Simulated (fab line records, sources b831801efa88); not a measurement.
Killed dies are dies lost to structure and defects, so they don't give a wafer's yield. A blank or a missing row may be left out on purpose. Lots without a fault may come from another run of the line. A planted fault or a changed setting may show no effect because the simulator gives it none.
Which tool did it? | flow gf180mcu | 6 lots, 18 wafers sampled, at 1 step of a route of 602

WHAT THE GAUGES READ, wafer by wafer
GF_LVPWELL_TW_MEAS_11.
lot  | measured    | on            | LVPWELL_TW
L845 | day 4 13:41 | film_metro-04 | 561 562 558
L850 | day 5 18:17 | film_metro-01 | 567 570 569
L853 | day 6 12:59 | film_metro-04 | 559 556 554
L860 | day 8 02:52 | film_metro-02 | 563 562 559
L862 | day 8 15:02 | film_metro-01 | 562 562 564
L864 | day 9 02:40 | film_metro-02 | 559 560 560

WHICH TOOL RAN EACH LOT (tool, then ch and the chambers of the sampled wafers, then the start)
The record holds no process step before these readings.

THE ANSWER, worked out from the rows above alone
Rule: what is usual is taken from the lots themselves. Put in order of their means at a reading, lots are off if they are a third of the lots or fewer, leave a main group of 4 or more, and stand apart from it by a gap of 3 or more times the standard deviation of the main group's means; of several such gaps the widest counts. A main group whose means are all the same, to the digits that the tables above print for the reading, isn't used. A lot without any number at a reading at which 4 lots or more have one is off too. The other lots that the step has rows for count as sound.
No lot is off at any reading shown: from this, nothing can be told.

WHAT THE SIMULATOR HAD PUT IN
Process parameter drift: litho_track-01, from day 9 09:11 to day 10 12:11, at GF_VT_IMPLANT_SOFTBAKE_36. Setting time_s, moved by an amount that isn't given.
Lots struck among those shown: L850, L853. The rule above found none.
